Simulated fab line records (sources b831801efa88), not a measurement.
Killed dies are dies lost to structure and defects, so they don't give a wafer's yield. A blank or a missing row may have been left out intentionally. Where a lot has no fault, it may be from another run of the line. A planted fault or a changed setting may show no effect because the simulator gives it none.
fab line records -- flow sky130
record: lots: 6, wafers: 18, last_day: 50
route steps=708 shown SPACER@305 POLY_CUT@307 SD_P@320 RES_XHIGH@332 SD_N@342 PAD_OPEN@708
lots that met no fault: from a run of the same line without faults
start_h: the number of hours between the record's first day and the start of the first shown wafer of the lot -- wait_h: hours since the lot's step before -- " same as the row above -- L1.1+2: several wafers, shown together as one row -- - no value, or no start given -- * or withheld: withheld -- < > ~ a bound
route shown NAME@n: a module of which the file shows steps, and the number in the route of the first -- usual: mean and standard deviation over wafers with no fault -- same: alike in all rows -- chamber/n: place in a boat -- sites: per-site readings -- _std_site: standard deviation across them -- _edge_site: the outer-site mean with the inner-site mean subtracted -- radius_mm: how far each site lies from the wafer's centre -- mask NAME#n: copy n -- behind: the tool/chamber that last shaped the wafer -- hold: why the lot went on hold/how many hours it stayed there/how the hold came to an end -- device: names the non-switching transistor (n, p or np) -- end of line: tests of these same wafers at the route's end -- for a step that has no rows: nothing shown but its recipe -- killed: the dies lost at the first sort to structure and to defects; this is not the yield of the wafer -- map: dies across one wafer; x = killed, . = not, _ = none there
set.NAME: setting as actually run; set.NAME@STEP: the setting as run at that earlier step -- model.NAME: the simulator's own value behind a step, which no gauge read
a table for each step, a row for each wafer; lots at some steps of the route
services: the hour from which a tool's chamber was out of use, counted from the record's first day as start_h (under 0 if before that day), plus the number of hours and why
== steps ==
step: SKY_SPACER_THK_MEAS_01
recipe: reads: Si3N4_of_SPACER_CVD_00
usual: SPACER_CVD_00_THK: 43.1/0.44
lot.wafer,tool,chamber,start_h,wait_h,SPACER_CVD_00_THK[nm]
L143.1,film_metro-04,-,520.86,0.0,42.3
L143.5,film_metro-04,-,520.86,0.0,42.1
L143.6,film_metro-04,-,520.86,0.0,42.8
L148.2,film_metro-03,-,586.88,0.0,43.1
L148.5,film_metro-03,-,586.88,0.0,43.1
L148.6,film_metro-03,-,586.88,0.0,43.4
L153.1,film_metro-03,-,618.41,0.0,43.1
L153.2,film_metro-03,-,618.41,0.0,43.3
L153.6,film_metro-03,-,618.41,0.0,43.0
L155.1,film_metro-03,-,633.71,0.0,43.3
L155.2,film_metro-03,-,633.71,0.0,43.3
L155.3,film_metro-03,-,633.71,0.0,43.3
L164.2,film_metro-01,-,707.06,0.0,43.3
L164.3,film_metro-01,-,707.06,0.0,43.0
L164.6,film_metro-01,-,707.06,0.0,43.1
L165.2,film_metro-03,-,709.31,0.0,43.4
L165.5,film_metro-03,-,709.31,0.0,42.9
L165.6,film_metro-03,-,709.31,0.0,43.6
step: SKY_SPACER_ETCHBACK_02
recipe: chemistry: CH3F/O2, target: Si3N4, stop_on: SiO2, source_w: 400, bias_w: 80, pressure_mtorr: 25, ch3f_flow_sccm: 40, O2_flow_sccm: 30, time_s: 46.7, target_depth_a: 450
usual: chamber_pressure_mTorr: 24.998/0.024, drypump_motor_current_A: 5.6/0.45, oes_product_au: 0.855/0.0066, throttle_valve_pct: 10.562/0.0084
lot.wafer,tool,chamber,start_h,wait_h,chamber_pressure_mTorr,drypump_motor_current_A,oes_product_au,rf_hours_counter_h,throttle_valve_pct
L143.1,rie_diel-04,0,520.92,0.1,25.007,5.0,0.849,67,10.552
L143.5,rie_diel-04,3,520.92,0.1,24.958,5.4,0.843,-,10.566
L143.6,rie_diel-04,2,520.92,0.1,25.003,5.1,0.853,-,10.568
L148.2,rie_diel-04,0,586.93,0.0,25.036,5.0,0.850,68,10.571
L148.5,rie_diel-04,1,586.93,0.0,24.988,6.3,0.861,-,10.556
L148.6,rie_diel-04,0,586.93,0.0,24.949,5.0,0.863,-,10.560
L153.1,rie_diel-01,2,618.47,0.1,25.024,5.3,0.860,4,10.563
L153.2,rie_diel-01,0,618.47,0.1,25.004,6.0,0.864,32,10.543
L153.6,rie_diel-01,3,618.47,0.1,24.977,5.7,0.856,-,10.553
L155.1,rie_diel-04,2,633.77,0.1,24.985,5.2,0.861,8,10.562
L155.2,rie_diel-04,1,633.77,0.1,25.006,6.2,0.865,24,10.546
L155.3,rie_diel-04,0,633.77,0.1,25.000,5.0,0.865,69,10.562
L164.2,rie_diel-04,1,707.11,0.0,25.060,6.2,0.861,27,10.552
L164.3,rie_diel-04,3,707.11,0.0,24.987,5.5,0.846,1,10.566
L164.6,rie_diel-04,3,707.11,0.0,25.012,5.5,0.859,-,10.554
L165.2,rie_diel-04,1,709.36,0.0,24.963,6.3,0.854,27,10.581
L165.5,rie_diel-04,1,709.36,0.0,25.004,6.3,0.853,-,10.565
L165.6,rie_diel-04,2,709.36,0.0,25.007,5.1,0.868,-,10.563
step: SKY_POLY_CUT_DEHYDRATE_00
recipe: temp_c: 200, time_s: 60
step: SKY_POLY_CUT_HMDS_01
recipe: prime_time_s: 60, prime_temp_c: 120
step: SKY_POLY_CUT_COAT_02
recipe: resist: BARC, temp_c: withheld, time_s: withheld, spin_rpm: 3000, resist_thk_nm: 60
step: SKY_POLY_CUT_COAT_03
recipe: resist: KrF-thick, spin_rpm: 3000, resist_thk_nm: 450
step: SKY_POLY_CUT_SOFTBAKE_04
recipe: temp_c: 100, time_s: 90, resist: KrF-thick
step: SKY_POLY_CUT_EXPOSE_05
recipe: mask_id: NPCM, na: 0.8, source_shape: annular, sigma_inner: 0.55, sigma_outer: 0.85, target_cd_nm: 270, dose_mj: 32
step: SKY_POLY_CUT_PEB_06
recipe: peb_temp_c: withheld, peb_time_s: withheld, resist: KrF-thick
step: SKY_POLY_CUT_DEVELOP_07
recipe: develop_time_s: 60, resist: KrF-thick, dev_temp_c: 21
step: SKY_POLY_CUT_CD_MEAS_08
recipe: target_cd_nm: 270
usual: cd_nm: 269.7/1.6
lot.wafer,tool,chamber,start_h,wait_h,cd_nm
L143.1,cd_sem-01,-,551.29,-,268.3
L143.5,cd_sem-01,-,551.29,-,267.0
L143.6,cd_sem-01,-,551.29,-,267.3
L148.2,cd_sem-01,-,616.23,-,272.0
L148.5,cd_sem-01,-,616.23,-,271.5
L148.6,cd_sem-01,-,616.23,-,271.8
L153.1,cd_sem-01,-,647.16,-,269.4
L153.2,cd_sem-01,-,647.16,-,270.2
L153.6,cd_sem-01,-,647.16,-,270.4
L155.1,cd_sem-02,-,662.91,-,268.9
L155.2,cd_sem-02,-,662.91,-,268.3
L155.3,cd_sem-02,-,662.91,-,269.2
L164.2,cd_sem-01,-,735.18,-,269.0
L164.3,cd_sem-01,-,735.18,-,268.6
L164.6,cd_sem-01,-,735.18,-,268.7
L165.2,cd_sem-02,-,738.05,-,269.1
L165.5,cd_sem-02,-,738.05,-,268.9
L165.6,cd_sem-02,-,738.05,-,270.0
step: SKY_POLY_CUT_OVL_MEAS_09
usual: POLY_CUT_OVL: 1/5.3
lot.wafer,tool,chamber,start_h,wait_h,POLY_CUT_OVL[nm]
L143.1,overlay-02,-,551.41,0.1,6
L143.5,overlay-02,-,551.41,0.1,7
L143.6,overlay-02,-,551.41,0.1,6
L148.2,overlay-01,-,616.34,0.1,-9
L148.5,overlay-01,-,616.34,0.1,2
L148.6,overlay-01,-,616.34,0.1,-8
L153.1,overlay-01,-,647.28,0.1,-2
L153.2,overlay-01,-,647.28,0.1,7
L153.6,overlay-01,-,647.28,0.1,3
L155.1,overlay-01,-,663.03,0.1,1
L155.2,overlay-01,-,663.03,0.1,4
L155.3,overlay-01,-,663.03,0.1,2
L164.2,overlay-01,-,735.28,0.1,-4
L164.3,overlay-01,-,735.28,0.1,-3
L164.6,overlay-01,-,735.28,0.1,-1
L165.2,overlay-02,-,738.16,0.1,3
L165.5,overlay-02,-,738.16,0.1,2
L165.6,overlay-02,-,738.16,0.1,7
step: SKY_POLY_CUT_ETCH_10
recipe: chemistry: N2/H2, target: BARC, ion_energy_ev: 200, source_w: 500, bias_w: 100, pressure_mtorr: 30, n2_flow_sccm: 100, h2_flow_sccm: 200, stop_on: SiO2, time_s: 45.9, target_depth_a: 600
usual: chamber_pressure_mTorr: 30.000/0.026, drypump_motor_current_A: 5.6/0.46, oes_product_au: 0.856/0.0048, throttle_valve_pct: 13.225/0.009
lot.wafer,tool,chamber,start_h,wait_h,chamber_pressure_mTorr,drypump_motor_current_A,oes_product_au,rf_hours_counter_h,throttle_valve_pct
L143.1,rie_diel-02,2,551.44,0.0,29.963,5.6,0.857,14,13.225
L143.5,rie_diel-02,3,551.44,0.0,30.045,5.0,0.850,-,13.215
L143.6,rie_diel-02,1,551.44,0.0,30.077,5.9,0.860,-,13.230
L148.2,rie_diel-04,0,616.37,0.0,30.008,5.0,0.851,69,13.212
L148.5,rie_diel-04,1,616.37,0.0,29.993,6.3,0.853,-,13.243
L148.6,rie_diel-04,2,616.37,0.0,30.000,5.1,0.854,-,13.223
L153.1,rie_diel-02,3,647.31,0.0,30.005,5.0,0.857,17,13.242
L153.2,rie_diel-02,2,647.31,0.0,29.976,5.6,0.858,16,13.222
L153.6,rie_diel-02,3,647.31,0.0,29.975,5.0,0.855,-,13.222
L155.1,rie_diel-02,1,663.07,0.0,30.010,5.9,0.846,0,13.228
L155.2,rie_diel-02,2,663.07,0.0,30.030,5.6,0.850,17,13.223
L155.3,rie_diel-02,3,663.07,0.0,30.011,5.0,0.853,17,13.229
L164.2,rie_diel-04,0,735.31,0.0,29.988,5.1,0.856,2,13.226
L164.3,rie_diel-04,2,735.31,0.0,30.017,5.1,0.855,11,13.244
L164.6,rie_diel-04,1,735.31,0.0,30.005,6.3,0.855,-,13.224
L165.2,rie_diel-02,2,738.19,0.0,30.005,5.6,0.857,18,13.226
L165.5,rie_diel-02,0,738.19,0.0,30.048,5.9,0.856,-,13.207
L165.6,rie_diel-02,1,738.19,0.0,30.017,5.9,0.855,-,13.216
step: SKY_POLY_CUT_ETCH_11
recipe: target: Si3N4, chemistry: CF4/CH2F2/Ar, stop_on: poly-Si, source_w: 600, bias_w: 150, pressure_mtorr: 40, cf4_flow_sccm: 40, ch2f2_flow_sccm: 20, Ar_flow_sccm: 150, time_s: 42.5, target_depth_a: 600
usual: chamber_pressure_mTorr: 40.00/0.042, drypump_motor_current_A: 5.6/0.46, oes_product_au: 0.830/0.0066, throttle_valve_pct: 14.995/0.0077
lot.wafer,tool,chamber,start_h,wait_h,chamber_pressure_mTorr,drypump_motor_current_A,oes_product_au,rf_hours_counter_h,throttle_valve_pct
L143.1,rie_diel-02,2,551.48,0.0,40.10,5.6,0.840,14,14.988
L143.5,rie_diel-02,3,551.48,0.0,39.98,5.0,0.831,-,14.987
L143.6,rie_diel-02,1,551.48,0.0,40.01,5.9,0.841,-,15.003
L148.2,rie_diel-04,0,616.41,0.0,39.96,5.1,0.825,69,14.997
L148.5,rie_diel-04,1,616.41,0.0,39.95,6.3,0.831,-,14.981
L148.6,rie_diel-04,2,616.41,0.0,39.95,5.2,0.828,-,15.001
L153.1,rie_diel-02,3,647.36,0.0,39.98,5.0,0.824,17,15.001
L153.2,rie_diel-02,2,647.36,0.0,40.00,5.6,0.815,16,14.980
L153.6,rie_diel-02,3,647.36,0.0,40.00,5.0,0.826,-,15.014
L155.1,rie_diel-02,1,663.11,0.0,40.00,5.9,0.822,0,14.993
L155.2,rie_diel-02,2,663.11,0.0,40.01,5.6,0.817,17,14.995
L155.3,rie_diel-02,3,663.11,0.0,40.00,5.0,0.816,17,14.992
L164.2,rie_diel-04,0,735.36,0.0,40.00,5.0,0.836,2,14.984
L164.3,rie_diel-04,2,735.36,0.0,40.02,5.1,0.838,11,14.992
L164.6,rie_diel-04,1,735.36,0.0,40.03,6.3,0.836,-,14.998
L165.2,rie_diel-02,2,738.23,0.0,39.98,5.6,0.829,18,15.002
L165.5,rie_diel-02,0,738.23,0.0,40.08,5.9,0.825,-,14.996
L165.6,rie_diel-02,1,738.23,0.0,39.94,5.9,0.831,-,14.991
step: SKY_POLY_CUT_STRIP_12
recipe: chemistry: O2/N2, power_w: 1400, pressure_mtorr: 1500, platen_temp_c: withheld, o2_flow_sccm: 3000, n2_flow_sccm: 300, overash_fraction: 0.5
usual: chamber_pressure_mTorr: 1499.9/1.3, drypump_motor_current_A: 5.6/0.57, oes_product_au: 0.453/0.0049, strip_time_to_endpoint_s: 5.365/0.016
lot.wafer,tool,chamber,start_h,wait_h,chamber_pressure_mTorr,drypump_motor_current_A,oes_product_au,rf_hours_counter_h,strip_time_to_endpoint_s
L143.1,plasma_asher-01,1,551.53,0.0,1501.0,5.0,0.452,8,5.369
L143.5,plasma_asher-01,0,551.53,0.0,1501.8,4.8,0.457,-,5.354
L143.6,plasma_asher-01,1,551.53,0.0,1502.5,5.0,0.453,-,5.335
L148.2,plasma_asher-01,1,616.45,0.0,1499.3,5.0,0.450,14,5.355
L148.5,plasma_asher-01,1,616.45,0.0,1501.6,5.0,0.457,-,5.354
L148.6,plasma_asher-01,0,616.45,0.0,1500.3,4.8,0.451,-,5.347
L153.1,plasma_asher-03,1,647.40,0.0,1498.0,6.1,0.453,84,5.358
L153.2,plasma_asher-03,0,647.40,0.0,1500.6,5.9,0.461,84,5.356
L153.6,plasma_asher-03,1,647.40,0.0,1499.8,6.1,0.452,-,5.366
L155.1,plasma_asher-01,1,663.15,0.0,1498.1,5.0,0.460,18,5.375
L155.2,plasma_asher-01,0,663.15,0.0,1499.4,4.8,0.450,18,5.388
L155.3,plasma_asher-01,1,663.15,0.0,1499.8,5.0,0.450,-,5.405
L164.2,plasma_asher-01,0,735.40,0.0,1497.5,4.8,0.450,22,5.390
L164.3,plasma_asher-01,1,735.40,0.0,1499.9,5.0,0.454,-,5.373
L164.6,plasma_asher-01,0,735.40,0.0,1499.6,4.8,0.455,-,5.365
L165.2,plasma_asher-03,0,738.36,0.1,1500.4,5.9,0.448,95,5.361
L165.5,plasma_asher-03,0,738.36,0.1,1502.2,6.0,0.455,-,5.360
L165.6,plasma_asher-03,1,738.36,0.1,1499.5,6.0,0.454,-,5.359
step: SKY_SD_P_DEHYDRATE_00
recipe: temp_c: 200, time_s: 60
step: SKY_SD_P_HMDS_01
recipe: prime_time_s: 60, prime_temp_c: 120
step: SKY_SD_P_COAT_02
recipe: resist: NOVOLAK, spin_rpm: 3000, resist_thk_nm: 1140
step: SKY_SD_P_SOFTBAKE_03
recipe: temp_c: 90, time_s: 60, resist: NOVOLAK
step: SKY_SD_P_EXPOSE_04
recipe: mask_id: PSDM, na: 0.6, source_shape: conventional, sigma_outer: 0.6, polarization: unpolarized, target_cd_nm: 380, dose_mj: 138
step: SKY_SD_P_PEB_05
recipe: temp_c: withheld, time_s: *, resist: NOVOLAK
step: SKY_SD_P_DEVELOP_06
recipe: resist: NOVOLAK, developer: TMAH, develop_time_s: 58.03, dev_temp_c: 23
step: SKY_SD_P_CD_MEAS_07
recipe: target_cd_nm: 380
usual: cd_nm: 379.6/2.5
lot.wafer,tool,chamber,start_h,wait_h,cd_nm
L143.1,cd_sem-01,-,581.16,0.1,381.0
L143.5,cd_sem-01,-,581.16,0.1,382.1
L143.6,cd_sem-01,-,581.16,0.1,383.1
L148.2,cd_sem-01,-,645.78,0.1,383.0
L148.5,cd_sem-01,-,645.78,0.1,381.2
L148.6,cd_sem-01,-,645.78,0.1,382.6
L153.1,cd_sem-01,-,676.56,0.1,376.3
L153.2,cd_sem-01,-,676.56,0.1,378.3
L153.6,cd_sem-01,-,676.56,0.1,377.3
L155.1,cd_sem-01,-,691.01,0.1,377.9
L155.2,cd_sem-01,-,691.01,0.1,377.6
L155.3,cd_sem-01,-,691.01,0.1,379.7
L164.2,cd_sem-02,-,761.73,0.1,380.0
L164.3,cd_sem-02,-,761.73,0.1,380.0
L164.6,cd_sem-02,-,761.73,0.1,379.6
L165.2,cd_sem-02,-,764.83,0.1,378.5
L165.5,cd_sem-02,-,764.83,0.1,376.5
L165.6,cd_sem-02,-,764.83,0.1,376.6
step: SKY_SD_P_OVL_MEAS_08
usual: SD_P_OVL: 0.7/1.7
lot.wafer,tool,chamber,start_h,wait_h,SD_P_OVL[nm]
L143.1,overlay-01,-,581.28,0.1,1.4
L143.5,overlay-01,-,581.28,0.1,-1.2
L143.6,overlay-01,-,581.28,0.1,1.0
L148.2,overlay-02,-,645.89,0.1,1.8
L148.5,overlay-02,-,645.89,0.1,1.5
L148.6,overlay-02,-,645.89,0.1,2.8
L153.1,overlay-01,-,676.68,0.1,-1.0
L153.2,overlay-01,-,676.68,0.1,-1.0
L153.6,overlay-01,-,676.68,0.1,0.5
L155.1,overlay-01,-,691.13,0.1,-0.4
L155.2,overlay-01,-,691.13,0.1,-1.0
L155.3,overlay-01,-,691.13,0.1,-1.7
L164.2,overlay-01,-,761.84,0.1,-3.6
L164.3,overlay-01,-,761.84,0.1,0.9
L164.6,overlay-01,-,761.84,0.1,-1.5
L165.2,overlay-01,-,764.94,0.1,0.7
L165.5,overlay-01,-,764.94,0.1,2.5
L165.6,overlay-01,-,764.94,0.1,3.2
step: SKY_SD_P_IMPLANT_09
recipe: species: BF2, energy_kev: 20, dose_cm2: 3e+15, tilt_deg: 0
step: SKY_SD_P_STRIP_10
recipe: chemistry: O2/N2, power_w: 1400, pressure_mtorr: 1500, platen_temp_c: withheld, o2_flow_sccm: 3000, n2_flow_sccm: 300, overash_fraction: 0.5
usual: chamber_pressure_mTorr: 1500.0/1.5, drypump_motor_current_A: 5.5/0.68, oes_product_au: 0.617/0.0049, strip_time_to_endpoint_s: 17.50/0.039
lot.wafer,tool,chamber,start_h,wait_h,chamber_pressure_mTorr,drypump_motor_current_A,oes_product_au,rf_hours_counter_h,strip_time_to_endpoint_s
L143.1,plasma_asher-01,0,581.47,0.1,1500.0,4.8,0.618,11,17.57
L143.5,plasma_asher-01,1,581.47,0.1,1497.7,5.0,0.613,-,17.54
L143.6,plasma_asher-01,0,581.47,0.1,1502.4,4.8,0.612,-,17.51
L148.2,plasma_asher-02,1,646.07,0.1,1499.2,6.4,0.612,97,17.49
L148.5,plasma_asher-02,1,646.07,0.1,1499.8,6.4,0.609,-,17.51
L148.6,plasma_asher-02,0,646.07,0.1,1496.8,5.8,0.604,-,17.48
L153.1,plasma_asher-04,1,676.87,0.1,1502.3,4.9,0.622,57,17.55
L153.2,plasma_asher-04,0,676.87,0.1,1501.0,6.3,0.622,57,17.52
L153.6,plasma_asher-04,1,676.87,0.1,1501.3,4.9,0.611,-,17.47
L155.1,plasma_asher-04,0,691.32,0.1,1499.3,6.3,0.611,59,17.57
L155.2,plasma_asher-04,1,691.32,0.1,1499.8,4.9,0.620,59,17.53
L155.3,plasma_asher-04,0,691.32,0.1,1501.0,6.4,0.614,-,17.47
L164.2,plasma_asher-01,0,762.02,0.1,1496.9,4.9,0.616,24,17.54
L164.3,plasma_asher-01,1,762.02,0.1,1499.4,5.0,0.618,-,17.49
L164.6,plasma_asher-01,1,762.02,0.1,1498.9,5.0,0.622,-,17.48
L165.2,plasma_asher-01,0,765.12,0.1,1499.3,4.9,0.614,24,17.47
L165.5,plasma_asher-01,1,765.12,0.1,1498.2,5.0,0.611,-,17.51
L165.6,plasma_asher-01,0,765.12,0.1,1497.4,4.9,0.618,-,17.49
step: SKY_SD_P_TW_MEAS_11
usual: SD_P_TW: 2824/18
lot.wafer,tool,chamber,start_h,wait_h,SD_P_TW
L143.1,film_metro-01,-,581.57,0.1,2841
L143.5,film_metro-01,-,581.57,0.1,2828
L143.6,film_metro-01,-,581.57,0.1,2832
L148.2,film_metro-04,-,646.18,0.1,2823
L148.5,film_metro-04,-,646.18,0.1,2805
L148.6,film_metro-04,-,646.18,0.1,2812
L153.1,film_metro-02,-,676.97,0.1,2816
L153.2,film_metro-02,-,676.97,0.1,2839
L153.6,film_metro-02,-,676.97,0.1,2834
L155.1,film_metro-01,-,691.42,0.1,2820
L155.2,film_metro-01,-,691.42,0.1,2836
L155.3,film_metro-01,-,691.42,0.1,2827
L164.2,film_metro-04,-,762.13,0.1,2800
L164.3,film_metro-04,-,762.13,0.1,2796
L164.6,film_metro-04,-,762.13,0.1,2810
L165.2,film_metro-04,-,765.23,0.1,2812
L165.5,film_metro-04,-,765.23,0.1,2806
L165.6,film_metro-04,-,765.23,0.1,2811
step: SKY_RES_XHIGH_DEHYDRATE_00
recipe: temp_c: 200, time_s: 60
step: SKY_RES_XHIGH_HMDS_01
recipe: prime_time_s: 60, prime_temp_c: 120
step: SKY_RES_XHIGH_COAT_02
recipe: resist: NOVOLAK, spin_rpm: 3000, resist_thk_nm: 1140
step: SKY_RES_XHIGH_SOFTBAKE_03
recipe: temp_c: 90, time_s: 60, resist: NOVOLAK
step: SKY_RES_XHIGH_EXPOSE_04
recipe: mask_id: URPM, na: 0.6, source_shape: conventional, sigma_outer: 0.6, polarization: unpolarized, target_cd_nm: 1270, dose_mj: 140
step: SKY_RES_XHIGH_PEB_05
recipe: temp_c: withheld, time_s: *, resist: NOVOLAK
step: SKY_RES_XHIGH_DEVELOP_06
recipe: resist: NOVOLAK, developer: TMAH, develop_time_s: 60, dev_temp_c: 23
step: SKY_RES_XHIGH_IMPLANT_07
recipe: species: BF2, energy_kev: 20, dose_cm2: 3.6e+14, tilt_deg: 0
step: SKY_RES_XHIGH_STRIP_08
recipe: chemistry: O2/N2, power_w: 1400, pressure_mtorr: 1500, platen_temp_c: withheld, o2_flow_sccm: 3000, n2_flow_sccm: 300, overash_fraction: 0.5
usual: chamber_pressure_mTorr: 1499.9/1.5, drypump_motor_current_A: 5.7/0.53, oes_product_au: 0.711/0.0043, strip_time_to_endpoint_s: 14.28/0.038
lot.wafer,tool,chamber,start_h,wait_h,chamber_pressure_mTorr,drypump_motor_current_A,oes_product_au,rf_hours_counter_h,strip_time_to_endpoint_s
L143.1,plasma_asher-03,1,609.89,0.1,1498.2,6.0,0.708,81,14.29
L143.5,plasma_asher-03,1,609.89,0.1,1500.8,6.0,0.702,-,14.25
L143.6,plasma_asher-03,0,609.89,0.1,1499.0,6.0,0.714,-,14.25
L148.2,plasma_asher-03,0,674.91,0.1,1499.4,6.0,0.717,87,14.22
L148.5,plasma_asher-03,0,674.91,0.1,1499.5,6.0,0.714,-,14.21
L148.6,plasma_asher-03,1,674.91,0.1,1500.4,6.0,0.711,-,14.25
L153.1,plasma_asher-04,0,705.14,0.1,1503.3,6.3,0.717,60,14.22
L153.2,plasma_asher-04,1,705.14,0.1,1501.7,5.0,0.707,60,14.27
L153.6,plasma_asher-04,1,705.14,0.1,1501.2,5.0,0.706,-,14.24
L155.1,plasma_asher-03,0,719.91,0.1,1498.5,5.9,0.704,93,14.36
L155.2,plasma_asher-03,1,719.91,0.1,1499.8,6.0,0.706,93,14.27
L155.3,plasma_asher-03,0,719.91,0.1,1500.0,6.0,0.708,-,14.30
L164.2,plasma_asher-01,0,788.31,0.1,1500.0,4.8,0.709,26,14.29
L164.3,plasma_asher-01,1,788.31,0.1,1497.4,5.0,0.713,-,14.27
L164.6,plasma_asher-01,0,788.31,0.1,1500.0,4.8,0.705,-,14.27
L165.2,plasma_asher-01,1,791.84,0.1,1500.3,5.0,0.710,26,14.30
L165.5,plasma_asher-01,0,791.84,0.1,1501.5,4.8,0.709,-,14.31
L165.6,plasma_asher-01,1,791.84,0.1,1501.0,5.0,0.710,-,14.31
step: SKY_RES_XHIGH_TW_MEAS_09
usual: RES_XHIGH_TW: 1636/11
lot.wafer,tool,chamber,start_h,wait_h,RES_XHIGH_TW
L143.1,film_metro-02,-,609.99,0.1,1654
L143.5,film_metro-02,-,609.99,0.1,1654
L143.6,film_metro-02,-,609.99,0.1,1655
L148.2,film_metro-04,-,675.02,0.1,1617
L148.5,film_metro-04,-,675.02,0.1,1611
L148.6,film_metro-04,-,675.02,0.1,1620
L153.1,film_metro-04,-,705.24,0.1,1631
L153.2,film_metro-04,-,705.24,0.1,1637
L153.6,film_metro-04,-,705.24,0.1,1642
L155.1,film_metro-01,-,720.01,0.1,1641
L155.2,film_metro-01,-,720.01,0.1,1643
L155.3,film_metro-01,-,720.01,0.1,1645
L164.2,film_metro-01,-,788.42,0.1,1636
L164.3,film_metro-01,-,788.42,0.1,1640
L164.6,film_metro-01,-,788.42,0.1,1633
L165.2,film_metro-04,-,791.95,0.1,1643
L165.5,film_metro-04,-,791.95,0.1,1647
L165.6,film_metro-04,-,791.95,0.1,1627
step: SKY_SD_N_DEHYDRATE_00
recipe: temp_c: 200, time_s: 60
step: SKY_SD_N_HMDS_01
recipe: prime_time_s: 60, prime_temp_c: 120
step: SKY_SD_N_COAT_02
recipe: resist: NOVOLAK, spin_rpm: 3038, resist_thk_nm: 1140
step: SKY_SD_N_SOFTBAKE_03
recipe: temp_c: 90, time_s: 60, resist: NOVOLAK
step: SKY_SD_N_EXPOSE_04
recipe: mask_id: NSDM, na: 0.6, source_shape: conventional, sigma_outer: 0.6, polarization: unpolarized, target_cd_nm: 380, dose_mj: 141
step: SKY_PAD_OPEN_PROBE_99
usual: killed_at_M0_to_M3: 42/7.6, killed_at_M4_up: 3.4/2, killed_at_contacts: 24/5.9, killed_at_front_end: 16/4.5, killed_at_other: 0.4/0.58, killed_dies: 86/10, killed_open: 47/7.6, killed_short: 39/6.7
same: gross_dies: 492, killed_at_back_side: 0
lot.wafer,tool,chamber,start_h,wait_h,killed_at_M0_to_M3,killed_at_M4_up,killed_at_contacts,killed_at_front_end,killed_at_other,killed_dies,killed_open,killed_short
L153.2,prober-02,-,1137.58,0.1,46,3,22,43,1,115,41,40
L155.2,prober-02,-,1149.34,0.1,33,1,21,56,0,111,43,32
killed by level:class
L153.2 POLY_CUT:unspecified=34 VIA1:geometric_particle:open=9 CONTACT:geometric_particle:open=8 LOCAL_INTERCONNECT:geometric_particle:short=7 METAL2:geometric_particle:short=6 LI_CONTACT:geometric_particle:open=6 METAL1:geometric_particle:short=6 VIA2:geometric_particle:open=5
L155.2 POLY_CUT:unspecified=36 CONTACT:geometric_particle:open=9 LI_CONTACT:geometric_particle:open=7 VIA1:geometric_particle:open=7 FIELD_ISO:geometric_particle:short=5 POLY_GATE:geometric_particle:short=5 VIA1:geometric_particle:short=5 VIA3:geometric_particle:open=5
map L153.2 (x killed, . not)
__________...x..x.x._________
________.xx.xx.....x.._______
______.x.x.....x..x..x.._____
_____...xx....x..........____
____.......xx.......x.x..x___
___...x..x...x..........x..__
__xx..x............x......x._
_..........x...xx............
_...x......x.....x....x..x..x
_x..x......x.............xxxx
_.x.x............x...x..xxxxx
_x.....x.x......x...x...xxxxx
_......x.x......x.x.....xxxxx
_.............x.......x.xxxxx
_x..........xxxxx.......xxxxx
__....x.x....x........xx.xxx_
___.x..........x..........x__
____..........x.......x...___
_____...........xx.x.....____
______.xx..x............_____
________..x...x...xx.._______
__________.........._________
map L155.2 (x killed, . not)
__________x.x......._________
________.............x_______
______....x............x_____
_____......x.....x.x..x..____
____...x.................x___
___.......xx.x.....x.x....x__
__.xx....x...x......x....x.._
_.x.x..........x...x....x..xx
_x....x....x.x....x........xx
_..x...x................xxxxx
_..xx..x.x....x....x.x..xxxxx
_x.....x..............xxxxxxx
_..x...x.............x.x.xxxx
_.x...xx........xx.....xxxxxx
_.........xx...........xxxxxx
__.....x...x.x.....x.x.....x_
___...x.x........x.x...x...__
____........x.............___
_____.............x......____
______..........x...x..._____
________...x....x.x..._______
__________.........x_________
== services ==
tool,chamber,start_h,hours,kind
rie_diel-04,0,510.78,5.0,repair
plasma_asher-01,-,520.03,14.3,repair
rie_diel-02,1,522.19,1.7,repair
rie_diel-01,3,524.99,55.5,repair
plasma_asher-02,-,555.53,0.7,repair
plasma_asher-03,-,558.32,0.5,repair
rie_diel-02,2,572.69,3.4,repair
plasma_asher-02,-,582.49,1.9,repair
rie_diel-02,2,611.31,2.7,repair
rie_diel-04,3,616.29,13.6,repair
rie_diel-04,0,641.26,3.1,repair
plasma_asher-04,-,675.47,1.3,repair
rie_diel-02,2,675.86,6.9,repair
plasma_asher-01,-,677.29,24.6,repair
rie_diel-02,3,681.17,4.6,repair
rie_diel-04,-,690.48,0.3,repair
plasma_asher-01,-,701.87,14.6,pm
rie_diel-02,3,711.01,4.6,repair
plasma_asher-01,-,711.72,0.8,repair
rie_diel-02,1,718.12,8.8,repair
plasma_asher-01,-,737.37,6.8,repair
rie_diel-04,-,743.68,2.8,pm
rie_diel-02,1,767.06,15.1,repair
plasma_asher-01,-,778.95,2.8,pm
== key ==
first_sign: step: SKY_PAD_OPEN_PROBE_99, reading: killed_at_front_end, direction: up, sigmas: 7.5, usual: 16, struck: 50
effect: step: SKY_PAD_OPEN_PROBE_99, reading: killed_dies, direction: up, sigmas: 2.6, usual: 86, struck: 113
met_at SKY_POLY_CUT_ETCH_10
struck_wafers L153.2,L155.2
tester_left_out L153,L155
onset_between 551.44 647.31
fault: kind: chamber_particle_source, tool: rie_diel-02, chamber: 2, onset_h: 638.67, steps: SKY_POLY_CUT_ETCH_10, rate_per_visit_cm2: 1.2656, end_h: 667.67
tester_left_out: of these lots the tester's yield and bins aren't shown, on N5 and GAA mostly nor the transistor test; their killed dies are dies lost to structure and defects alone, not to doping, threshold or leakage, so they don't give the yield
